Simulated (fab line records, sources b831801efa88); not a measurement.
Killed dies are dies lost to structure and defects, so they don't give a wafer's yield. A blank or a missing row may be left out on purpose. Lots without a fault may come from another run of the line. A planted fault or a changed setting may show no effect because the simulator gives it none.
fab line records | flow sfq_line | part 2 of 2: steps 31 to 42 of 42
record lots=5 wafers=15 last_day=85
route steps=325 shown I5@233 C5@240 M6@251 I6@266
lots that met no fault: from a run of the same line without faults
start_h: hours from the record's first day to the start of the lot's first wafer shown | wait_h: hours since the lot's step before | " the same as in the row above | L1.1+2: a row that stands for several wafers | - no value, or no start given | * or withheld: withheld | < > ~ a bound
route shown NAME@n: a module of which the file shows steps, and the number in the route of the first | usual: mean/standard deviation of fault-free wafers | same: alike in all rows | chamber/n: place in a boat | sites: the reading at each site | _std_site: their standard deviation | _edge_site: outer sites' mean less inner sites' | radius_mm: how far each site lies from the wafer's centre | mask NAME#n: copy n | behind: the tool/chamber that last shaped the wafer | hold: why the lot was held/for how many hours/how that ended | device: the transistor (n, p or np) that didn't switch | end of line: the same wafers' tests at the end of the route | a step without rows: its recipe alone | killed: dies lost to structure and defects at the first sort, not the wafer's yield | map: a wafer's dies, x killed, . not, _ none there
set.NAME: the setting as run; set.NAME@STEP: as run at that earlier step | model.NAME: the simulator's own value behind a step, which no gauge read
lots at some steps of the route; a table a step, a row a wafer
services: from which hour (start_h, from the record's first day; less than 0 if before it) a tool's chamber was out of use, for how many hours, and why
## steps
# step SFQ_TRILAYER_M6_STRIP_STRIP_163
# recipe gas=O2 power_w=200 platen_temp_c=40 overash_fraction=0.65 chemistry=O2 pressure_mtorr=50
# usual drypump_motor_current_A=5.77/0.26 he_backside_leak_sccm=3.40/0.23 oes_product_au=1.000/0.0091
# columns lot.wafer tool chamber start_h wait_h drypump_motor_current_A he_backside_leak_sccm oes_product_au rf_hours_counter_h
L077.1 rie_metal-03 1 1475.20 0.1 6.10 3.47 0.999 20
L077.3 " 0 " " 5.61 3.11 1.002 -
L077.4 " 1 " " 6.13 3.33 1.012 -
L078.1 rie_metal-04 1 1477.60 0.1 5.37 3.38 1.001 148
L078.2 " 0 " " 5.89 3.52 0.996 31
L078.4 " 1 " " 5.39 3.20 1.004 -
L087.2 rie_metal-03 0 1736.39 0.1 5.57 3.45 1.012 82
L087.5 " 1 " " 6.11 3.34 1.004 -
L087.6 " 0 " " 5.56 3.42 1.022 -
L093.4 rie_metal-01 0 1866.24 0.2 5.64 3.22 1.000 -
L093.5 " 0 " " 5.63 3.19 0.988 -
L093.6 " 1 " " 5.97 3.78 0.991 -
L094.1 rie_metal-03 0 1867.24 0.1 5.59 3.37 0.995 101
L094.4 " 0 " " 5.56 3.34 0.997 -
L094.5 " 0 " " 5.57 3.55 1.014 -
# step SFQ_TRILAYER_M6_STRIP_SOLV_CLEAN_164
# recipe chemistry=NMP temp_c=70 time_s=600
# columns lot.wafer tool chamber start_h wait_h
L077.1+3+4 wet_bench-03 7,5,0 1475.80 0.4
L078.1+2+4 wet_bench-04 0,4,3 1478.20 0.4
L087.2+5+6 wet_bench-04 4,6,1 1736.99 0.4
L093.4+5+6 wet_bench-03 7,4,5 1866.64 0.2
L094.1+4+5 wet_bench-01 3,7,6 1867.84 0.4
# step SFQ_TRILAYER_I6_DEP_PECVD_165
# recipe material=SiO2 temp_c=150 time_s=111.11 pressure_torr=2.4 rf_w=183.3 precursor=SiH4/N2O target_thk_nm=500
# usual heater_power_w=85/19 throttle_valve_pct=24.7/1.4
# columns lot.wafer tool chamber start_h wait_h heater_power_w throttle_valve_pct
L077.1 pecvd-03 1 1475.99 0.0 89 23.7
L077.3 " 2 " " 81 23.2
L077.4 " 0 " " 68 23.9
L078.1 pecvd-01 0 1478.39 0.0 72 23.6
L078.2 " 1 " " 108 23.5
L078.4 " 1 " " 112 23.7
L087.2 pecvd-02 2 1737.17 0.0 44 26.7
L087.5 " 0 " " 103 24.8
L087.6 " 1 " " 112 25.9
L093.4 pecvd-01 2 1866.87 0.0 78 27.9
L093.5 " 0 " " 61 24.2
L093.6 " 1 " " 115 24.5
L094.1 pecvd-03 1 1868.02 0.0 91 24.7
L094.4 " 0 " " 64 25.6
L094.5 " 2 " " 84 23.9
# step SFQ_TRILAYER_I6_CMP_CMP_166
# recipe material=SiO2 down_force_psi=3 platen_rpm=60 pad_velocity_m_s=0.94248
# usual edge_zone_pressure_frac=0.999/0.0049 motor_current_A=10.0/1.1 time_to_endpoint_s=215/7.9
# columns lot.wafer tool chamber start_h wait_h edge_zone_pressure_frac motor_current_A time_to_endpoint_s
L077.4 cmp-01 0 1481.75 5.7 1.001 9.5 218
L077.3 " 1 " " 1.001 11.1 225
L077.1 " 2 " " 1.000 11.1 216
L078.4 cmp-01 3 1485.25 6.8 0.998 11.4 222
L078.2 " 0 " " 1.002 9.4 220
L078.1 " 1 " " 0.997 12.3 224
L087.2 cmp-02 2 1747.23 10.0 1.000 10.4 220
L087.6 " 0 1748.23 11.0 0.995 10.3 216
L087.5 " 1 " " 1.006 9.5 228
L093.4 cmp-02 3 1872.64 5.7 1.004 8.5 220
L093.5 " 2 1874.14 7.2 1.001 10.4 221
L093.6 " 3 " " 1.006 8.5 211
L094.4 cmp-01 3 1873.58 5.5 1.005 11.2 222
L094.1 " 0 " " 1.003 8.9 217
L094.5 " 2 1875.08 7.0 0.997 10.8 220
# step SFQ_I6_BOW_MEAS_941
# recipe mode=bow
# usual I6_BOW=5/9.3
# columns lot.wafer tool chamber start_h wait_h I6_BOW[um]
L077.1 film_metro-03 - 1484.75 1.5 6
L077.3 " - " " -1
L077.4 " - " " -6
L078.1 film_metro-04 - 1487.75 1.0 5
L078.2 " - " " 3
L078.4 " - " " 13
L087.2 film_metro-03 - 1749.25 1.5 -4
L087.5 " - " " 20
L087.6 " - " " 8
L093.4 film_metro-04 - 1875.20 2.1 -1
L093.5 " - " " 3
L093.6 " - " " 3
L094.1 film_metro-03 - 1876.08 1.5 -9
L094.4 " - " " -5
L094.5 " - " " -17
# step SFQ_TRILAYER_I6_METRO_MEASURE_167
# usual thk_nm=199.7/1
# columns lot.wafer tool chamber start_h wait_h thk_nm
L077.1 film_metro-03 - 1484.87 0.1 201.1
L077.3 " - " " 201.3
L077.4 " - " " 200.1
L078.1 film_metro-04 - 1487.87 0.1 199.4
L078.2 " - " " 199.9
L078.4 " - " " 198.5
L087.2 film_metro-03 - 1749.55 0.3 201.1
L087.5 " - " " 200.2
L087.6 " - " " 199.3
L093.4 film_metro-04 - 1875.86 0.6 197.8
L093.5 " - " " 198.9
L093.6 " - " " 198.7
L094.1 film_metro-03 - 1876.20 0.1 201.0
L094.4 " - " " 201.1
L094.5 " - " " 200.3
# step SFQ_TRILAYER_I6_VIA_LITHO_COAT_174
# recipe resist=BARC spin_rpm=3000 resist_thk_nm=62
# columns lot.wafer tool chamber start_h wait_h
L077.1+3+4 litho_track-04 0 1486.07 1.0
L078.1+2+4 litho_track-04 0 1489.07 1.0
L087.2+5+6 litho_track-01 0 1750.60 0.8
L093.4+5+6 litho_track-04 0 1876.61 0.6
L094.1+4+5 litho_track-01 0 1877.40 1.0
# step SFQ_TRILAYER_I6_VIA_LITHO_COAT_169
# recipe resist=KrF spin_rpm=3000 resist_thk_nm=650
# columns lot.wafer tool chamber start_h wait_h
L077.1+3+4 litho_track-04 0 1486.37 0.2
L078.1+2+4 litho_track-04 0 1489.37 0.2
L087.2+5+6 litho_track-01 0 1750.90 0.2
L093.4+5+6 litho_track-04 0 1876.91 0.2
L094.1+4+5 litho_track-01 0 1877.70 0.2
# step SFQ_TRILAYER_I6_VIA_LITHO_SOFTBAKE_173
# recipe temp_c=withheld time_s=withheld resist=KrF
# columns lot.wafer tool chamber start_h wait_h
L077.1+3+4 litho_track-04 0 1486.67 0.2
L078.1+2+4 litho_track-04 0 1489.67 0.2
L087.2+5+6 litho_track-01 0 1751.17 0.2
L093.4+5+6 litho_track-04 0 1877.13 0.2
L094.1+4+5 litho_track-01 0 1878.00 0.2
# step SFQ_TRILAYER_I6_VIA_LITHO_EXPOSE_170
# recipe mask_id=I6 na=0.6 source_shape=conventional sigma_outer=0.65 target_cd_nm=700 dose_mj=21.3
# same sigma_outer=0.65
# columns lot.wafer tool chamber start_h wait_h mask
L077.1+3+4 krf_scanner-01 0 1491.28 - I6#0
L078.1+2+4 krf_scanner-01 0 1492.48 - I6#0
L087.2+5+6 krf_scanner-02 0 1819.53 - I6#0
L093.4+5+6 krf_scanner-02 0 1937.17 - I6#0
L094.1+4+5 krf_scanner-02 0 1937.77 - I6#0
# step SFQ_TRILAYER_I6_VIA_LITHO_PEB_172
# recipe peb_temp_c=115 peb_time_s=60 resist=KrF
# columns lot.wafer tool chamber start_h wait_h
L077.1+3+4 litho_track-04 0 1492.48 1.0
L078.1+2+4 litho_track-01 0 1493.68 1.0
L087.2+5+6 litho_track-02 0 1820.55 0.8
L093.4+5+6 litho_track-04 0 1937.85 0.5
L094.1+4+5 litho_track-02 0 1938.97 1.0
# step SFQ_TRILAYER_I6_VIA_LITHO_DEVELOP_171
# recipe time_s=60 resist=KrF
# columns lot.wafer tool chamber start_h wait_h
L077.1+3+4 litho_track-04 0 1492.63 0.1
L078.1+2+4 litho_track-01 0 1493.83 0.1
L087.2+5+6 litho_track-02 0 1820.70 0.1
L093.4+5+6 litho_track-04 0 1938.00 0.1
L094.1+4+5 litho_track-02 0 1939.12 0.1
## services
# columns tool chamber start_h hours kind
krf_scanner-02 - 1358.39 1.0 pm
krf_scanner-02 - 1359.39 1.3 pm
rie_diel-03 - 1379.35 0.3 repair
krf_scanner-02 - 1397.64 4.0 repair
rie_diel-03 1 1483.99 3.0 repair
krf_scanner-02 - 1500.17 1.0 pm
krf_scanner-02 - 1510.01 1.3 pm
rie_metal-03 - 1529.49 0.8 repair
krf_scanner-02 - 1568.90 0.8 pm
rie_diel-03 2 1596.33 7.3 repair
rie_metal-03 - 1631.47 14.8 repair
rie_metal-03 1 1650.66 26.4 repair
krf_scanner-02 - 1680.20 1.0 pm
krf_scanner-02 - 1686.00 1.3 pm
rie_metal-03 - 1691.30 1.4 pm
krf_scanner-02 - 1708.90 0.8 pm
rie_diel-03 0 1741.24 4.2 repair
rie_metal-03 0 1753.58 29.8 repair
rie_diel-03 3 1757.66 2.4 repair
krf_scanner-02 - 1810.90 1.2 repair
krf_scanner-02 - 1838.23 1.0 pm
krf_scanner-02 - 1845.03 1.5 repair
krf_scanner-02 - 1862.10 4.0 pm
rie_metal-03 - 1891.58 0.1 repair
